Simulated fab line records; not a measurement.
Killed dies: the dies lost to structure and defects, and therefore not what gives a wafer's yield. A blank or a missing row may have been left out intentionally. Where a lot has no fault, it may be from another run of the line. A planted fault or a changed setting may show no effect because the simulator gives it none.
fab line records | flow sky130
record: lots: 6 wafers: 18 lastDay: 50
route steps=708 shown VT_ADJUST_NCORE@128 VT_ADJUST_HVTR@131 PAD_OPEN@708
lots with no fault: from the same line, run without faults
startH: start of the lot's first displayed wafer, in hours after the record's first day | waitH: hours since the lot's step before | " unchanged from the row above | L1.1+2: a row that stands for several wafers | - no value, or no start given | * or withheld: withheld | < > ~ a bound
route shown NAME@n: a module of which the file shows steps, and the number in the route of the first | usual: average and standard deviation across the fault-free wafers | same: alike in all rows | chamber/n: place in a boat | sites: each site's reading | _std_site: standard deviation across them | _edge_site: inner sites' mean taken away from outer sites' mean | radiusMm: for every site, how far away it sits from the centre of the wafer | mask NAME#n: copy n | behind: tool/chamber where the wafer was last shaped | hold: what put the lot on hold/how long, in hours/how the hold closed | device: the transistor (n, p or np) that didn't switch | end of line: tests run on the same wafers once the route is complete | a step without rows: its recipe alone | killed: the dies lost at the first sort to structure and to defects; this is not the yield of the wafer | map: shows each die of a wafer: x if killed, . if not, _ if none is there
set.NAME: the setting that was run; set.NAME@STEP: the one run at that earlier step | model.NAME: the simulator's own value behind a step, which no gauge read
lots at some steps of the route; a table a step, a row a wafer
services: from which hour (startH, from the record's first day; less than 0 if before it) a tool's chamber was out of use, for how many hours, and why
== steps ==
step: SKY_VT_ADJUST_NCORE_IMPLANT_09
recipe: species: B energyKev: 10 doseCm2: 2.4e+12 tiltDeg: withheld
step: SKY_VT_ADJUST_NCORE_STRIP_10
recipe: chemistry: O2/N2 powerW: 1400 pressureMtorr: 1500 platenTempC: withheld o2FlowSccm: 3000 n2FlowSccm: 300 overashFraction: 0.5
usual: drypumpMotorCurrentA: 5.4/0.45 oesProductAu: 0.716/0.0053 stripTimeToEndpointS: 14.17/0.046
columns lot.wafer tool chamber startH waitH drypumpMotorCurrentA oesProductAu rfHoursCounterH stripTimeToEndpointS
L529.1 plasmaAsher-01 1 251.03 0.1 5.4 0.718 54 14.19
L529.2 " 0 " " 5.9 0.717 54 14.17
L529.3 " 0 " " 5.9 0.715 - 14.14
L533.4 plasmaAsher-02 1 275.63 0.1 5.0 0.726 - 14.20
L533.5 " 0 " " 5.1 0.708 - 14.18
L533.6 " 1 " " 5.0 0.713 - 14.17
L534.1 plasmaAsher-03 0 277.54 0.1 5.5 0.711 44 14.19
L534.2 " 1 " " 6.3 0.713 44 14.24
L534.6 " 0 " " 5.5 0.709 - 14.23
L540.2 plasmaAsher-02 1 321.19 0.1 5.0 0.710 67 14.12
L540.3 " 0 " " 5.1 0.715 - 14.10
L540.5 " 0 " " 5.1 0.716 - 14.14
L542.1 plasmaAsher-03 0 337.95 0.1 5.5 0.722 47 14.13
L542.4 " 0 " " 5.5 0.709 - 14.09
L542.5 " 0 " " 5.5 0.712 - 14.17
L543.2 plasmaAsher-03 1 347.75 0.1 6.3 0.713 48 14.13
L543.3 " 0 " " 5.6 0.713 - 14.20
L543.5 " 0 " " 5.5 0.716 - 14.17
step: SKY_VT_ADJUST_NCORE_TW_MEAS_11
usual: VT_ADJUST_NCORE_TW: 218.5/1.5
columns lot.wafer tool chamber startH waitH VT_ADJUST_NCORE_TW
L529.1 filmMetro-01 - 251.13 0.1 217.7
L529.2 " - " " 216.3
L529.3 " - " " 216.8
L533.4 filmMetro-02 - 275.73 0.1 219.6
L533.5 " - " " 219.2
L533.6 " - " " 218.3
L534.1 filmMetro-04 - 277.64 0.1 220.1
L534.2 " - " " 220.1
L534.6 " - " " 219.2
L540.2 filmMetro-04 - 321.30 0.1 220.4
L540.3 " - " " 220.4
L540.5 " - " " 219.9
L542.1 filmMetro-02 - 338.05 0.1 217.8
L542.4 " - " " 217.3
L542.5 " - " " 218.2
L543.2 filmMetro-02 - 347.86 0.1 219.3
L543.3 " - " " 218.6
L543.5 " - " " 217.5
step: SKY_VT_ADJUST_HVTR_DEHYDRATE_00
recipe: tempC: 200 timeS: 60
step: SKY_VT_ADJUST_HVTR_HMDS_01
recipe: primeTimeS: 60 primeTempC: 120
step: SKY_VT_ADJUST_HVTR_COAT_02
recipe: resist: NOVOLAK spinRpm: 3000 resistThkNm: 1140
step: SKY_VT_ADJUST_HVTR_SOFTBAKE_03
recipe: tempC: 90 timeS: 60 resist: NOVOLAK
step: SKY_VT_ADJUST_HVTR_EXPOSE_04
recipe: maskId: HVTRM targetCdNm: 380 na: 0.6 sourceShape: conventional sigmaOuter: 0.6 doseMj: 150
step: SKY_VT_ADJUST_HVTR_PEB_05
recipe: tempC: withheld timeS: * resist: NOVOLAK
step: SKY_VT_ADJUST_HVTR_DEVELOP_06
recipe: developTimeS: 60 devTempC: 23
step: SKY_VT_ADJUST_HVTR_CD_MEAS_07
recipe: targetCdNm: 380
usual: cdNm: 380.2/2.3
columns lot.wafer tool chamber startH waitH cdNm
L529.1 cdSem-01 - 275.24 0.1 377.5
L529.2 " - " " 380.4
L529.3 " - " " 378.8
L533.4 cdSem-01 - 300.15 0.1 384.3
L533.5 " - " " 385.7
L533.6 " - " " 383.6
L534.1 cdSem-02 - 302.34 0.1 378.3
L534.2 " - " " 380.1
L534.6 " - " " 378.0
L540.2 cdSem-02 - 348.71 0.1 375.3
L540.3 " - " " 374.4
L540.5 " - " " 377.5
L542.1 cdSem-01 - 365.69 0.1 378.2
L542.4 " - " " 378.7
L542.5 " - " " 377.0
L543.2 cdSem-02 - 375.11 0.1 378.6
L543.3 " - " " 377.6
L543.5 " - " " 376.4
step: SKY_VT_ADJUST_HVTR_OVL_MEAS_08
usual: VT_ADJUST_HVTR_OVL: 0.8/1.3
columns lot.wafer tool chamber startH waitH VT_ADJUST_HVTR_OVL[nm]
L529.1 overlay-01 - 275.36 0.1 2.1
L529.2 " - " " 2.8
L529.3 " - " " 2.3
L533.4 overlay-02 - 300.23 0.1 1.3
L533.5 " - " " 1.6
L533.6 " - " " 1.4
L534.1 overlay-02 - 302.46 0.1 2.0
L534.2 " - " " -1.3
L534.6 " - " " 1.8
L540.2 overlay-01 - 348.81 0.1 1.8
L540.3 " - " " 2.1
L540.5 " - " " 1.3
L542.1 overlay-01 - 365.81 0.1 1.2
L542.4 " - " " 1.1
L542.5 " - " " 1.4
L543.2 overlay-02 - 375.22 0.1 -1.2
L543.3 " - " " -2.3
L543.5 " - " " -0.8
step: SKY_VT_ADJUST_HVTR_IMPLANT_09
recipe: species: B energyKev: 10 doseCm2: 2.1e+12 tiltDeg: withheld
usual: doseIonsCm2: 2.1003e+12/2.2e+09 faradayCurrentUA: 11.85/0.23
columns lot.wafer tool chamber startH waitH doseIonsCm2 faradayCurrentUA
L529.1 implanter-02 0 275.39 0.0 2.1024e+12 12.14
L529.2 " 0 " " 2.0999e+12 11.94
L529.3 " 0 " " 2.0999e+12 11.61
L533.4 implanter-02 0 300.32 0.1 1.2842e+12 7.27
L533.5 " 0 " " 1.2819e+12 7.20
L533.6 " 0 " " 1.2838e+12 7.22
L534.1 implanter-02 0 302.50 0.0 1.2799e+12 7.54
L534.2 " 0 " " 1.2823e+12 7.17
L534.6 " 0 " " 1.2822e+12 6.97
L540.2 implanter-04 0 348.87 0.0 2.0956e+12 11.87
L540.3 " 0 " " 2.1016e+12 11.55
L540.5 " 0 " " 2.099e+12 12.12
L542.1 implanter-04 0 365.85 0.0 2.1052e+12 11.87
L542.4 " 0 " " 2.0988e+12 12.10
L542.5 " 0 " " 2.0994e+12 11.28
L543.2 implanter-02 0 375.27 0.0 2.1021e+12 11.91
L543.3 " 0 " " 2.1038e+12 11.49
L543.5 " 0 " " 2.0988e+12 11.88
step: SKY_VT_ADJUST_HVTR_STRIP_10
recipe: chemistry: O2/N2 powerW: 1400 pressureMtorr: 1500 platenTempC: withheld o2FlowSccm: 3000 n2FlowSccm: 300 overashFraction: 0.5
usual: drypumpMotorCurrentA: 5.4/0.35 oesProductAu: 0.716/0.0045 stripTimeToEndpointS: 14.18/0.039
columns lot.wafer tool chamber startH waitH drypumpMotorCurrentA oesProductAu rfHoursCounterH stripTimeToEndpointS
L529.1 plasmaAsher-04 0 275.54 0.1 5.6 0.718 16 14.14
L529.2 " 1 " " 5.5 0.718 16 14.13
L529.3 " 1 " " 5.5 0.722 - 14.13
L533.4 plasmaAsher-02 1 300.43 0.1 5.0 0.710 - 14.17
L533.5 " 0 " " 5.1 0.717 - 14.20
L533.6 " 1 " " 5.0 0.715 - 14.19
L534.1 plasmaAsher-04 1 302.65 0.1 5.5 0.716 19 14.19
L534.2 " 0 " " 5.6 0.713 19 14.23
L534.6 " 1 " " 5.5 0.723 - 14.21
L540.2 plasmaAsher-02 0 348.99 0.1 5.1 0.717 69 14.17
L540.3 " 1 " " 5.0 0.713 - 14.20
L540.5 " 0 " " 5.1 0.718 - 14.11
L542.1 plasmaAsher-02 1 366.00 0.1 5.0 0.724 71 14.16
L542.4 " 1 " " 5.0 0.710 - 14.23
L542.5 " 0 " " 5.1 0.715 - 14.18
L543.2 plasmaAsher-04 0 375.40 0.1 5.5 0.725 27 14.19
L543.3 " 1 " " 5.5 0.711 - 14.20
L543.5 " 1 " " 5.5 0.718 - 14.23
step: SKY_VT_ADJUST_HVTR_TW_MEAS_11
usual: VT_ADJUST_HVTR_TW: 209.9/1.1
columns lot.wafer tool chamber startH waitH hold VT_ADJUST_HVTR_TW
L529.1 filmMetro-01 - 275.64 0.1 - 208.1
L529.2 " - " " - 207.9
L529.3 " - " " - 208.4
L533.4 filmMetro-01 - 300.53 0.1 awaitDispo/0.2h/release 182.8
L533.5 " - " " awaitDispo/0.2h/release 182.7
L533.6 " - " " awaitDispo/0.2h/release 183.0
L533.4 filmMetro-01 - 300.82 0.3 - 183.7
L533.5 " - " " - 182.2
L533.6 " - " " - 183.8
L534.1 filmMetro-02 - 302.75 0.1 awaitDispo/0.2h/release 182.8
L534.2 " - " " awaitDispo/0.2h/release 182.0
L534.6 " - " " awaitDispo/0.2h/release 182.8
L534.1 filmMetro-02 - 302.97 0.2 - 182.0
L534.2 " - " " - 183.0
L534.6 " - " " - 182.9
L540.2 filmMetro-03 - 349.10 0.1 - 210.5
L540.3 " - " " - 212.3
L540.5 " - " " - 210.7
L542.1 filmMetro-01 - 366.10 0.1 - 208.9
L542.4 " - " " - 209.9
L542.5 " - " " - 209.8
L543.2 filmMetro-03 - 375.51 0.1 - 211.4
L543.3 " - " " - 210.4
L543.5 " - " " - 211.1
step: SKY_PAD_OPEN_PROBE_99
usual: killed_at_M0_to_M3: 44/7.8 killed_at_M4_up: 3.1/1.7 killedAtContacts: 25/5.1 killedAtFrontEnd: 15/4.4 killedAtOther: 0.5/0.68 killedDies: 88/9.9 killedOpen: 48/6.9 killedShort: 39/6.5
same: grossDies: 492 killedAtBackSide: 0
columns lot.wafer tool chamber startH waitH killed_at_M0_to_M3 killed_at_M4_up killedAtContacts killedAtFrontEnd killedAtOther killedDies killedOpen killedShort model.etest.pfet_01v8_mvt.driveUaUm model.etest.pfet_01v8_mvt.offLog10AUm model.etest.pfet_01v8_mvt.vtSatV model.etest.pfet_01v8_mvt.vtV model.etest.pfet_01v8_mvt.vtLongV
L529.1 prober-01 - 1132.59 0.1 46 3 26 21 1 97 49 47 151.9 -10.6 -0.5808 -0.6692 -0.8758
L529.2 prober-01 - 1132.64 0.1 36 5 28 13 0 82 51 31 152.4 -10.88 -0.5831 -0.6701 -0.8715
L529.3 prober-01 - 1132.69 0.2 49 3 22 19 0 93 53 40 153.2 -10.68 -0.5833 -0.6713 -0.8759
L533.4 prober-01 - 1149.07 0.2 42 7 26 18 0 93 48 45 138.1 -11.93 -0.6624 -0.7325 -0.9302
L533.5 prober-01 - 1149.12 0.2 41 3 38 10 1 93 60 31 139.6 -11.86 -0.6625 -0.7333 -0.9291
L533.6 prober-01 - 1149.17 0.2 43 2 27 20 0 92 43 48 138.9 -11.96 -0.6581 -0.7302 -0.932
L534.1 prober-02 - 1151.56 0.1 40 4 16 18 0 78 44 34 137.5 -11.97 -0.6708 -0.7406 -0.9472
L534.2 prober-02 - 1151.61 0.1 49 1 7 14 0 71 45 26 135 -12.17 -0.6815 -0.7474 -0.9499
L534.6 prober-02 - 1151.81 0.2 43 5 17 15 0 80 51 28 136.8 -12.21 -0.6766 -0.7445 -0.9494
L540.2 prober-01 - 1181.85 0.1 46 4 21 21 0 92 52 40 147.2 -10.81 -0.5793 -0.6626 -0.8639
L540.3 prober-01 - 1181.90 0.2 37 2 25 12 2 78 48 28 150.5 -10.64 -0.5723 -0.6582 -0.8632
L540.5 prober-01 - 1182.00 0.2 53 3 19 13 1 89 54 34 149.3 -10.73 -0.5766 -0.6585 -0.8619
L542.1 prober-01 - 1191.70 0.1 45 4 16 12 1 78 43 35 151.4 -10.94 -0.5848 -0.6684 -0.8772
L542.4 prober-01 - 1191.85 0.2 48 7 19 25 1 100 52 48 146.8 -11.27 -0.5983 -0.6818 -0.8852
L542.5 prober-01 - 1191.90 0.2 35 2 23 13 0 73 43 28 147.2 -11.01 -0.5987 -0.6865 -0.8918
L543.2 prober-02 - 1196.07 0.1 42 5 22 12 1 82 48 34 145 -11.34 -0.6005 -0.6792 -0.8796
L543.3 prober-02 - 1196.12 0.2 45 3 16 20 0 84 44 39 145.9 -11.15 -0.5927 -0.6769 -0.8808
L543.5 prober-02 - 1196.22 0.2 45 10 24 13 1 93 48 44 147.6 -11.23 -0.5936 -0.6715 -0.8782
killed by level:class
L529.1 FIELD_ISO:geometricParticle:short=8 METAL1:geometricParticle:short=8 CONTACT:geometricParticle:open=7 LI_CONTACT:geometricParticle:open=7 VIA1:geometricParticle:open=7 VIA2:geometricParticle:open=7 CONTACT:geometricParticle:short=6 VIA3:geometricParticle:open=6
L529.2 CONTACT:geometricParticle:open=10 VIA2:geometricParticle:open=9 LI_CONTACT:geometricParticle:open=8 VIA3:geometricParticle:open=7 VIA1:geometricParticle:open=7 CONTACT:geometricParticle:short=6 FIELD_ISO:geometricParticle:open=4 SPACER:geometricParticle:short=4
L529.3 VIA2:geometricParticle:open=15 VIA1:geometricParticle:open=11 FIELD_ISO:geometricParticle:short=8 LI_CONTACT:geometricParticle:open=6 CONTACT:geometricParticle:open=6 VIA2:geometricParticle:short=6 VIA3:geometricParticle:open=5 LI_CONTACT:geometricParticle:short=4
L533.4 VIA1:geometricParticle:open=13 CONTACT:geometricParticle:open=9 METAL2:geometricParticle:short=7 CONTACT:geometricParticle:short=6 FIELD_ISO:geometricParticle:short=5 METAL4:geometricParticle:short=5 LI_CONTACT:geometricParticle:open=5 VIA3:geometricParticle:open=4
L533.5 VIA1:geometricParticle:open=15 LI_CONTACT:geometricParticle:open=14 CONTACT:geometricParticle:open=13 LOCAL_INTERCONNECT:geometricParticle:short=7 VIA2:geometricParticle:open=5 METAL2:geometricParticle:short=5 FIELD_ISO:geometricParticle:short=4 VIA3:geometricParticle:open=4
L533.6 VIA1:geometricParticle:open=11 CONTACT:geometricParticle:open=8 LI_CONTACT:geometricParticle:open=7 FIELD_ISO:geometricParticle:open=6 CONTACT:geometricParticle:short=6 METAL3:geometricParticle:short=6 FIELD_ISO:geometricParticle:short=5 METAL1:geometricParticle:short=5
L534.1 VIA2:geometricParticle:open=9 CONTACT:geometricParticle:open=8 VIA1:geometricParticle:open=8 METAL1:geometricParticle:short=6 POLY_GATE:geometricParticle:short=5 POLY_GATE:geometricParticle:open=5 VIA1:geometricParticle:short=5 VIA3:geometricParticle:open=5
L534.2 VIA3:geometricParticle:open=11 VIA1:geometricParticle:open=10 FIELD_ISO:geometricParticle:open=7 METAL2:geometricParticle:short=5 VIA2:geometricParticle:open=5 CONTACT:geometricParticle:open=4 METAL3:geometricParticle:short=4 VIA3:geometricParticle:short=4
L534.6 VIA1:geometricParticle:open=15 VIA3:geometricParticle:open=8 LI_CONTACT:geometricParticle:open=7 METAL2:geometricParticle:short=6 POLY_GATE:geometricParticle:short=5 CONTACT:geometricParticle:open=5 VIA2:geometricParticle:open=5 POLY_GATE:geometricParticle:open=4
L540.2 VIA1:geometricParticle:open=8 LI_CONTACT:geometricParticle:open=7 VIA3:geometricParticle:open=7 VIA2:geometricParticle:open=6 FIELD_ISO:geometricParticle:short=5 POLY_GATE:geometricParticle:open=5 POLY_CUT:geometricParticle:short=4 METAL2:geometricParticle:open=4
L540.3 VIA1:geometricParticle:open=9 LI_CONTACT:geometricParticle:open=8 CONTACT:geometricParticle:open=8 VIA2:geometricParticle:open=6 CONTACT:geometricParticle:short=6 VIA1:geometricParticle:short=6 VIA3:geometricParticle:open=6 FIELD_ISO:geometricParticle:open=4
L540.5 VIA2:geometricParticle:open=12 VIA3:geometricParticle:open=10 CONTACT:geometricParticle:open=10 VIA1:geometricParticle:open=9 METAL1:geometricParticle:short=8 POLY_GATE:geometricParticle:open=6 LI_CONTACT:geometricParticle:open=4 METAL2:geometricParticle:short=4
L542.1 VIA1:geometricParticle:open=14 CONTACT:geometricParticle:open=10 VIA2:geometricParticle:open=6 METAL1:geometricParticle:short=6 METAL4:geometricParticle:short=4 LOCAL_INTERCONNECT:geometricParticle:short=4 VIA2:geometricParticle:short=4 FIELD_ISO:geometricParticle:open=3
L542.4 VIA1:geometricParticle:open=11 VIA2:geometricParticle:open=8 CONTACT:geometricParticle:open=7 METAL2:geometricParticle:short=7 FIELD_ISO:geometricParticle:short=6 LI_CONTACT:geometricParticle:open=6 POLY_GATE:geometricParticle:short=5 METAL4:geometricParticle:short=5
L542.5 LI_CONTACT:geometricParticle:open=12 VIA1:geometricParticle:open=9 CONTACT:geometricParticle:open=5 VIA3:geometricParticle:open=5 CONTACT:geometricParticle:short=4 METAL3:geometricParticle:open=4 POLY_GATE:geometricParticle:open=3 POLY_GATE:geometricParticle:short=3
L543.2 VIA1:geometricParticle:open=10 VIA2:geometricParticle:open=10 LI_CONTACT:geometricParticle:open=8 CONTACT:geometricParticle:open=7 VIA3:geometricParticle:open=5 VIA1:geometricParticle:short=5 FIELD_ISO:geometricParticle:open=4 POLY_GATE:geometricParticle:short=4
L543.3 VIA1:geometricParticle:short=8 VIA2:geometricParticle:open=7 VIA1:geometricParticle:open=7 METAL2:geometricParticle:short=7 FIELD_ISO:geometricParticle:short=5 POLY_GATE:geometricParticle:open=5 LI_CONTACT:geometricParticle:open=5 CONTACT:geometricParticle:open=5
L543.5 VIA1:geometricParticle:open=11 METAL2:geometricParticle:short=8 METAL4:geometricParticle:short=8 CONTACT:geometricParticle:short=7 CONTACT:geometricParticle:open=7 VIA3:geometricParticle:open=7 VIA2:geometricParticle:open=6 LI_CONTACT:geometricParticle:open=5
== services ==
columns tool chamber startH hours kind
implanter-02 - 235.77 2.1 pm
implanter-02 - 237.92 5.5 pm
plasmaAsher-03 - 249.57 1.1 repair
plasmaAsher-03 - 256.39 6.4 repair
implanter-04 - 264.03 3.9 pm
plasmaAsher-01 - 277.42 3.7 repair
plasmaAsher-03 - 285.83 14.6 pm
plasmaAsher-03 - 300.43 15.6 pm
implanter-02 - 326.75 2.5 repair
implanter-04 - 337.83 3.6 repair
plasmaAsher-04 - 344.65 0.7 repair
plasmaAsher-02 - 345.82 1.3 repair
plasmaAsher-02 - 368.33 2.8 pm
implanter-04 - 373.10 4.0 repair
== key ==
firstSign: step: SKY_VT_ADJUST_HVTR_IMPLANT_09 reading: doseIonsCm2 direction: down sigmas: 99+ usual: * struck: *
effect: step: SKY_VT_ADJUST_HVTR_IMPLANT_09 reading: faradayCurrentUA direction: down sigmas: 20 usual: 11.85 struck: 7.23
effect: step: SKY_VT_ADJUST_HVTR_TW_MEAS_11 reading: visit direction: added
effect: step: SKY_VT_ADJUST_HVTR_TW_MEAS_11 reading: VT_ADJUST_HVTR_TW direction: down sigmas: 25 usual: 209.9 struck: 182.7
modelEffect: step: SKY_PAD_OPEN_PROBE_99 value: etest.pfet_01v8_mvt.driveUaUm without: 152.9 struck: 137.6
metAt SKY_VT_ADJUST_HVTR_IMPLANT_09
struckWafers L533.4,L533.5,L533.6,L534.1,L534.2,L534.6
testerLeftOut L533,L534
onsetBetween 275.39 300.32
fault: kind: processParameterDrift tool: implanter-02 chamber: - onsetH: 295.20 steps: SKY_VT_ADJUST_HVTR_IMPLANT_09 channel: doseCm2 offset: * shape: step endH: 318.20 actsIn: * stated: *
testerLeftOut: of these lots the tester's yield and bins aren't shown, on N5 and GAA mostly nor the transistor test; their killed dies are dies lost to structure and defects alone, not to doping, threshold or leakage, so they don't give the yield
